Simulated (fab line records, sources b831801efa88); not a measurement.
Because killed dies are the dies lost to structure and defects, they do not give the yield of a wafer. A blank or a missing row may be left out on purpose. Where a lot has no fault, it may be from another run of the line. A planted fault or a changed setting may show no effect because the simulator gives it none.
A struck lot beside a sound one :: flow gf180mcu :: 14 out of 602 route steps
Sound: the wafers L267.2, L267.3, L267.6. Struck: wafers L272.1, L272.5. (L272.3 of the same lot was not struck and is left out.) The cause comes at the end.
At each step with rows: each side's tool, then ch and its chambers, then its first start. Under that, the readings that differ: sound wafers :: struck wafers :: difference of the means :: sigmas: that difference in standard deviations of wafers without a fault.
alike: readings whose means differ by less than 2 such deviations, and words and numbers that are the same on both sides. not compared: withheld readings, readings that some wafer has no value for, bounds like >300 that may hide the same value, and numbers for which the record gives no deviation and whose values overlap.
A row with sigmas, a row that says differs or no value, or rows on one side alone: a step with any of these is where the two part. When numbers do not overlap yet have no deviation, they are printed without sigmas and do not part them. Lack of a reading on every wafer of one side parts them only where that side has two or more wafers.

GF_V4_CD_MEAS_14: target cd 260 nm.
  sound: cd-sem-02 at day 24 10:17; struck: cd-sem-02 at day 25 20:26
  alike: cd-nm
GF_V4_OVL_MEAS_15:
  sound: overlay-01 at day 24 10:24; struck: overlay-02 at day 25 20:33
  alike: V4_OVL
GF_V4_ETCH_16: etches BARC in N2/H2.
  sound on rie-diel-04 ch 0,2,3, day 24 10:26; struck on rie-diel-01 ch 0,3, day 25 20:35
  alike: drypump-motor-current-A, oes-product-au, throttle-valve-pct
GF_V4_ETCH_17: etches SiO2 in C4F8/O2/Ar, stops on TiN, target depth 630 nm.
  sound: rie-diel-04 ch 0,2,3; struck: rie-diel-01 ch 0,3
  alike: oes-product-au
GF_V4_STRIP_18: strips in O2/N2.
  sound on plasma-asher-03 ch 0,1, day 24 10:34; struck on plasma-asher-03 ch 0,1, day 25 20:43
  alike: drypump-motor-current-A, heater-power-w, oes-product-au
  not compared: rf-hours-counter-h
then, 3 steps without rows for these wafers: GF_V4_STRIP_19 (strips in post etch residue remover, time 1200 s); GF_V4_CLEAN_20 (cleans in DIW); GF_V4_SPUTTER_21 (material Ti, target thk 15 nm, time 80.02 s).
GF_V4_SPUTTER_22: material TiN, target thk 10 nm, time 40 s.
  sound: pvd-sputter-03 at day 24 11:11; struck: pvd-sputter-02 at day 25 21:20
  alike: throttle-valve-pct
then, 1 step without rows for these wafers: GF_V4_CVD_23 (deposits W, target thk 350 nm, time 104.9 s).
GF_V4_RS_MEAS_24: the measuring method here is four-point-probe.
  sound: film-metro-01 at day 24 11:23; struck: film-metro-04 at day 25 21:29
reading: V4_W_RS (ohm/sq)
sound: 0.322 0.325 0.319
struck: 0.339 0.327
difference: +0.011
sigmas: +2
GF_V4_THK_MEAS_25: measures by xrf.
  sound: film-metro-01 at day 24 11:30; struck: film-metro-04 at day 25 21:37
  alike: V4_W_THK
GF_V4_CMP_26: polishes, stops on SiO2, t overpolish 15 s, target thk 0 nm.
  sound on cmp-02 ch 0,2,3, day 24 11:36; struck on cmp-01 ch 1,3, day 25 21:46
reading: overpolish-run-s (s)
sound: 15.002 14.997 14.987
struck: 0.050 0.041
difference: -14.950
sigmas: -99 or more

reading: time-to-endpoint-s (s)
sound: 87 87 86
struck: 126 129
difference: +41
sigmas: +13
  alike: motor-current-A
GF_MIM_SPUTTER_00: material Ti, target thk 37.5 nm, time 150 s.
  rows exist in the record for the sound wafers here (pvd-sputter-01, day 24 11:51), none for the struck ones

## WHERE THEY PART
Last at GF_MIM_SPUTTER_00 as far as this record goes, first at GF_V4_RS_MEAS_24.

WHY: what the simulator had put in
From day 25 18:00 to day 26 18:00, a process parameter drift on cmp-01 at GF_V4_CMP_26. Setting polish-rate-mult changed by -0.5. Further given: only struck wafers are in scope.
